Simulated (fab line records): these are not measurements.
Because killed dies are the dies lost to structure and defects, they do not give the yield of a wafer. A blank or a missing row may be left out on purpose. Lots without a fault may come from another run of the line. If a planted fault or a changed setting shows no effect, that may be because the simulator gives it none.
Which tool was responsible?	flow sky130	Sampling: 24 lots, 72 wafers, 6 of 708 route steps

## WHAT THE GAUGES READ, wafer by wafer
SKY_LDD_N_OVL_MEAS_07. Usual: LDD_N_OVL 0.6 nm, standard deviation 1.2.
lot	measured	on	LDD_N_OVL (nm)	flag
L074	day 18 16:54	overlay-02	1.2 0.7 1.8	
L075	day 18 21:29	overlay-01	0.5 -0.4 1.2	
L076	day 18 21:54	overlay-02	0.1 -1.6 -0.1	
L077	day 19 14:07	overlay-01	1.5 0.3 2.3	
L078	day 19 21:18	overlay-01	2.5 1.7 3.4	
L079	day 20 03:17	overlay-02	1.1 0.8 1.0	
L080	day 20 08:04	overlay-02	0.0 0.0 1.3	
L081	day 20 13:40	overlay-02	3.1 1.9 1.4	
L082	day 21 04:30	overlay-02	0.0 3.2 -0.9	
L083	day 21 08:02	overlay-02	1.8 1.7 1.6	
L084	day 21 18:02	overlay-02	1.2 0.6 2.3	
L085	day 22 04:44	overlay-02	0.0 0.1 1.1	
L086	day 22 10:44	overlay-01	-0.5 -1.5 1.6	
L087	day 23 00:01	overlay-01	-1.1 -1.0 -1.3	
L088	day 23 04:19	overlay-02	1.6 -1.1 -0.3	
L089	day 23 11:41	overlay-02	-0.7 0.0 0.2	
L090	day 23 14:41	overlay-01	0.0 2.7 -1.3	
L091	day 23 22:35	overlay-02	1.0 -0.2 -1.0	
L092	day 24 05:35	overlay-02	0.2 2.7 2.2	
L093	day 24 17:49	overlay-01	2.1 0.4 0.6	
L094	day 24 21:57	overlay-02	-0.2 0.9 -0.7	
L095	day 25 08:14	overlay-02	0.0 0.0 0.0	
L096	day 25 22:31	overlay-02	1.1 2.7 1.4	
L097	day 26 04:34	overlay-01	0.1 0.4 -0.7	

SKY_METAL1_CD_MEAS_15 targets a cd of 140 nm. Usual: cd nm reads 139.4 nm (standard deviation 1.5).
lot	measured	on	cd nm (nm)	flag
L074	day 33 15:13	cd sem-02	140.9 140.7 140.5	
L075	day 34 00:47	cd sem-01	140.6 139.6 139.5	
L076	day 33 23:17	cd sem-01	139.3 139.9 139.2	
L077	day 34 12:28	cd sem-01	137.6 137.7 139.2	
L078	day 34 15:53	cd sem-02	138.6 140.6 139.5	
L079	day 34 21:34	cd sem-01	137.9 137.1 137.4	
L080	day 35 02:36	cd sem-02	139.2 137.4 137.5	
L081	day 35 09:34	cd sem-02	138.7 140.3 140.2	
L082	day 35 21:16	cd sem-01	140.1 139.3 140.9	
L083	day 36 00:49	cd sem-01	143.1 142.5 141.4	
L084	day 36 09:11	cd sem-01	138.6 138.0 138.6	
L085	day 36 17:12	cd sem-02	138.6 140.1 139.1	
L086	day 36 22:05	cd sem-01	139.5 139.0 141.1	
L087	day 37 10:44	cd sem-02	138.0 138.0 137.8	
L088	day 37 12:29	cd sem-01	139.1 139.6 137.8	
L089	day 37 20:57	cd sem-01	140.1 141.5 140.0	
L090	day 37 22:13	cd sem-02	138.7 138.5 138.2	
L091	day 38 03:20	cd sem-02	140.1 141.9 140.1	
L092	day 38 08:54	cd sem-02	135.2 137.4 136.9	
L093	day 38 21:15	cd sem-01	141.2 140.2 141.6	
L094	day 39 01:53	cd sem-01	138.8 139.1 137.9	
L095	day 39 09:46	cd sem-02	139.2 139.0 139.8	
L096	day 39 19:16	cd sem-01	138.7 138.4 137.6	
L097	day 40 02:43	cd sem-01	138.7 140.3 138.9	

SKY_VIA1_OVL_MEAS_13. Usual: VIA1_OVL 4 nm, standard deviation 5.4.
lot	measured	on	VIA1_OVL (nm)	flag
L074	day 34 19:11	overlay-02	-4 4 3	
L075	day 35 04:35	overlay-01	7 -2 7	
L076	day 35 02:35	overlay-01	-3 -2 3	
L077	day 35 16:37	overlay-02	0 0 -5	
L078	day 35 19:50	overlay-01	0 -4 6	
L079	day 36 01:35	overlay-01	6 8 3	
L080	day 36 07:41	overlay-01	-3 -4 0	
L081	day 36 14:07	overlay-02	0 7 9	
L082	day 37 01:23	overlay-02	0 -1 4	
L083	day 37 03:55	overlay-02	0 0 0	
L084	day 37 12:25	overlay-02	6 7 5	
L085	day 37 19:46	overlay-01	6 3 -1	
L086	day 38 01:15	overlay-01	-3 2 1	
L087	day 38 13:02	overlay-01	6 9 5	
L088	day 38 15:05	overlay-01	7 3 3	
L089	day 38 23:38	overlay-01	-5 -2 5	
L090	day 39 00:38	overlay-01	9 9 15	
L091	day 39 06:08	overlay-01	4 8 5	
L092	day 39 11:20	overlay-01	9 12 6	
L093	day 39 22:22	overlay-01	11 11 13	
L094	day 40 04:41	overlay-01	14 3 7	
L095	day 40 12:16	overlay-02	13 17 13	
L096	day 40 20:30	overlay-02	6 0 2	
L097	day 41 04:19	overlay-01	1 7 6	

SKY_METAL3_OVL_MEAS_14. Usual: METAL3_OVL -1 nm, standard deviation 4.8.
lot	measured	on	METAL3_OVL (nm)	flag
L074	day 39 08:38	overlay-01	4 6 3	
L075	day 39 16:17	overlay-01	1 -2 3	
L076	day 39 13:52	overlay-02	-1 -2 -6	
L077	day 40 03:16	overlay-01	-6 4 -4	
L078	day 40 06:02	overlay-01	3 5 -2	
L079	day 40 11:00	overlay-01	-2 0 -3	
L080	day 40 15:38	overlay-02	1 6 1	
L081	day 40 23:25	overlay-01	-4 -1 -4	
L082	day 41 10:14	overlay-02	4 2 -2	
L083	day 41 11:59	overlay-02	-2 1 -4	
L084	day 41 20:38	overlay-01	-1 -9 4	
L085	day 42 01:49	overlay-02	-2 -2 -1	
L086	day 42 09:03	overlay-02	0 7 -7	
L087	day 42 18:26	overlay-01	-6 -6 -2	
L088	day 42 21:04	overlay-01	-5 -7 -17	
L089	day 43 04:37	overlay-01	2 5 -2	
L090	day 43 06:23	overlay-02	-3 -12 -4	
L091	day 43 10:42	overlay-01	-8 -6 -5	
L092	day 43 16:46	overlay-02	4 5 2	
L093	day 44 00:56	overlay-02	4 -2 7	
L094	day 44 08:05	overlay-01	6 2 3	
L095	day 44 15:29	overlay-01	1 3 0	
L096	day 44 21:47	overlay-02	1 -1 2	
L097	day 45 05:19	overlay-01	-2 0 -4	

## WHAT TOOL EACH LOT RAN ON (gives the tool, then ch and the chambers of the sampled wafers, and finally the start)
lot	SKY_POLY_CUT_STRIP_12	SKY_CONTACT_CVD_24
L074	plasma asher-02 ch 0,1, day 25 04:11	cvd w-02 ch 0,1, day 32 11:41
L075	plasma asher-03 ch 0,1, day 25 11:13	cvd w-01 ch 0,1, day 32 20:28
L076	plasma asher-02 ch 0, day 25 11:03	cvd w-02 ch 0,1, day 32 19:38
L077	plasma asher-02 ch 0,1, day 26 01:30	cvd w-01 ch 0,1, day 33 08:11
L078	plasma asher-03 ch 0,1, day 26 08:44	cvd w-01 ch 0,1, day 33 13:04
L079	plasma asher-04 ch 0,1, day 26 12:23	cvd w-01 ch 0,1, day 33 18:30
L080	plasma asher-04 ch 1, day 26 18:59	cvd w-01 ch 0, day 33 23:48
L081	plasma asher-03 ch 0,1, day 27 00:32	cvd w-01 ch 1, day 34 06:26
L082	plasma asher-03 ch 0,1, day 27 14:41	cvd w-01 ch 0,1, day 34 17:59
L083	plasma asher-02 ch 0,1, day 27 17:24	cvd w-01 ch 1, day 34 21:39
L084	plasma asher-03 ch 0,1, day 28 03:32	cvd w-02 ch 0,1, day 35 05:56
L085	plasma asher-03 ch 0,1, day 28 12:48	cvd w-02 ch 0, day 35 14:14
L086	plasma asher-03 ch 0,1, day 28 17:58	cvd w-01 ch 0,1, day 35 19:28
L087	plasma asher-02 ch 0,1, day 29 06:56	cvd w-01 ch 0,1, day 36 08:59
L088	plasma asher-04 ch 0,1, day 29 09:59	cvd w-02 ch 0,1, day 36 10:02
L089	plasma asher-03 ch 0,1, day 29 18:12	cvd w-02 ch 0,1, day 36 18:39
L090	plasma asher-03 ch 0,1, day 29 19:47	cvd w-02 ch 0,1, day 36 19:56
L091	plasma asher-02 ch 0,1, day 30 02:11	cvd w-02 ch 0,1, day 37 00:46
L092	plasma asher-02 ch 0,1, day 30 09:17	cvd w-01 ch 0,1, day 37 07:34
L093	plasma asher-03 ch 0,1, day 30 21:33	cvd w-02 ch 0,1, day 37 20:01
L094	plasma asher-04 ch 0,1, day 31 01:44	cvd w-02 ch 0,1, day 38 00:01
L095	plasma asher-03 ch 0,1, day 31 12:57	cvd w-01 ch 0,1, day 38 08:49
L096	plasma asher-03 ch 0,1, day 31 22:37	cvd w-02 ch 0,1, day 38 17:20
L097	plasma asher-02 ch 0,1, day 32 05:33	cvd w-02 ch 0,1, day 39 00:55
- SKY_POLY_CUT_STRIP_12: strips in O2/N2.
- SKY_CONTACT_CVD_24: deposits W, target thk 340 nm, time 102.12 s.

## WHAT THE TOOLS THEMSELVES READ (means of the sampled wafers that have a number; where no wafer has one, the mark that the record gives instead)
SKY_POLY_CUT_STRIP_12. Usual: chamber pressure mTorr 1500.0 mTorr, standard deviation 1.4; drypump motor current A 5.8 A, standard deviation 0.37; oes product au 0.453 a.u., standard deviation 0.0046; strip time to endpoint s 5.360 s, standard deviation 0.018.
lot	tool	chamber pressure mTorr (mTorr)	drypump motor current A (A)	oes product au (a.u.)	strip time to endpoint s (s)	flag
L074	plasma asher-02	1499.1	6.0	0.457	5.341	
L075	plasma asher-03	1499.3	5.9	0.454	5.371	
L076	plasma asher-02	1499.8	6.4	0.455	5.375	
L077	plasma asher-02	1500.3	6.0	0.451	5.362	
L078	plasma asher-03	1500.3	5.8	0.456	5.356	
L079	plasma asher-04	1500.9	5.5	0.456	5.375	
L080	plasma asher-04	1500.2	5.7	0.456	5.368	
L081	plasma asher-03	1499.6	5.9	0.457	5.372	
L082	plasma asher-03	1500.4	5.8	0.453	5.375	
L083	plasma asher-02	1501.5	5.6	0.453	5.353	
L084	plasma asher-03	1499.6	5.9	0.452	5.390	
L085	plasma asher-03	1499.8	5.8	0.453	5.354	
L086	plasma asher-03	1499.3	5.9	0.454	5.363	
L087	plasma asher-02	1500.0	5.6	0.452	5.353	
L088	plasma asher-04	1500.7	5.5	0.451	5.346	
L089	plasma asher-03	1499.5	5.8	0.454	5.378	
L090	plasma asher-03	1500.2	5.9	0.455	5.357	
L091	plasma asher-02	1499.7	5.6	0.452	5.332	
L092	plasma asher-02	1499.6	6.0	0.453	5.362	
L093	plasma asher-03	1500.0	5.8	0.452	5.327	
L094	plasma asher-04	1498.4	5.5	0.456	5.380	
L095	plasma asher-03	1499.3	5.8	0.451	5.327	
L096	plasma asher-03	1500.4	5.8	0.454	5.366	
L097	plasma asher-02	1500.8	6.0	0.450	5.364	

SKY_CONTACT_CVD_24. Usual: heater power w reads 839 W (standard deviation 50).
lot	tool	heater power w (W)	flag
L074	cvd w-02	840	
L075	cvd w-01	844	
L076	cvd w-02	856	
L077	cvd w-01	851	
L078	cvd w-01	833	
L079	cvd w-01	856	
L080	cvd w-01	822	
L081	cvd w-01	874	
L082	cvd w-01	846	
L083	cvd w-01	871	
L084	cvd w-02	797	
L085	cvd w-02	772	
L086	cvd w-01	841	
L087	cvd w-01	852	
L088	cvd w-02	855	
L089	cvd w-02	822	
L090	cvd w-02	806	
L091	cvd w-02	837	
L092	cvd w-01	860	
L093	cvd w-02	848	
L094	cvd w-02	848	
L095	cvd w-01	840	
L096	cvd w-02	804	
L097	cvd w-02	844	

## THE ANSWER, worked out from the rows above alone
Rule: a lot is off if the mean of its wafers that have a number lies more than 3 standard deviations from the usual mean. Also off: a lot with no number at a reading for which 4 or more lots have one. All remaining lots with rows at the step are treated as sound. Order of review: gauges by route order, followed by the tools' own readings, for which a lot's mean as printed above is used. The first step at which some lot is off is used, and at that step the reading that is off furthest; a lot without a number counts as furthest.
Across all readings shown, no lot is off: no conclusion can be drawn from this.

## WHAT WAS PUT IN BY THE SIMULATOR
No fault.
